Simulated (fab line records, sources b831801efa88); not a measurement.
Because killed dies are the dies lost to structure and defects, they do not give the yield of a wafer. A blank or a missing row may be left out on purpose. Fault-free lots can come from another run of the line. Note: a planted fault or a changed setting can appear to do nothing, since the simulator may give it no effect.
Which tool is to blame? + flow gf180mcu + Sampling: 6 lots, 18 wafers, 3 of 602 route steps

WHAT THE GAUGES SHOWED, per wafer
GF_POLY_GATE_CD_MEAS_10 targets a cd of 280 nm.
| lot  | measured     | on       | cdNm (nm)         |
|------|--------------|----------|-------------------|
| L392 | day 10 07:00 | cdSem-02 | 281.8 281.7 280.9 |
| L395 | day 10 23:05 | cdSem-01 | 277.8 278.4 278.3 |
| L398 | day 11 19:45 | cdSem-02 | 279.0 279.6 279.8 |
| L401 | day 12 18:20 | cdSem-02 | 280.7 280.3 280.1 |
| L405 | day 14 00:07 | cdSem-02 | 281.6 280.7 280.6 |
| L407 | day 14 13:32 | cdSem-01 | 280.9 281.8 281.4 |

EACH LOT AND THE TOOL THAT RAN IT (in order: tool; ch and the chambers of the sampled wafers; start)
| lot  | GF_STI_ETCH_14                 | GF_STI_STRIP_15                    |
|------|--------------------------------|------------------------------------|
| L392 | rieSi-02 ch 0,1,2, day 2 12:17 | plasmaAsher-02 ch 0,1, day 2 12:23 |
| L395 | rieSi-02 ch 0,2,3, day 3 03:27 | plasmaAsher-01 ch 0, day 3 03:31   |
| L398 | rieSi-01 ch 0,2,3, day 3 20:18 | plasmaAsher-01 ch 0,1, day 3 20:22 |
| L401 | rieSi-01 ch 0,1, day 4 11:06   | plasmaAsher-04 ch 0,1, day 4 11:12 |
| L405 | rieSi-01 ch 2,3, day 5 07:14   | plasmaAsher-04 ch 0,1, day 5 07:19 |
| L407 | rieSi-01 ch 1,2, day 5 17:41   | plasmaAsher-04 ch 1, day 5 17:46   |
- GF_STI_ETCH_14: etches Si in HBr/Cl2/O2, target depth 360 nm, time 102.9 s.
- GF_STI_STRIP_15: strips in O2/N2.

THE ANSWER, worked out from the rows above alone
Rule: what is usual is taken from the lots themselves. The widest of any qualifying gaps counts: lots, ordered by their means at a reading, are off when they make up no more than a third of the lots, leave a main group of 4 or more, and stand apart from it by 3 or more times the standard deviation of that group's means. The tables above print the reading to a certain number of digits; a main group whose means all agree to those digits is not used. Also off: a lot with no number at a reading for which 4 or more lots have one. Any other lot the step has rows for is counted as sound.
None of the lots is off at any reading shown; this tells nothing.

WHAT HAD BEEN PUT IN BY THE SIMULATOR
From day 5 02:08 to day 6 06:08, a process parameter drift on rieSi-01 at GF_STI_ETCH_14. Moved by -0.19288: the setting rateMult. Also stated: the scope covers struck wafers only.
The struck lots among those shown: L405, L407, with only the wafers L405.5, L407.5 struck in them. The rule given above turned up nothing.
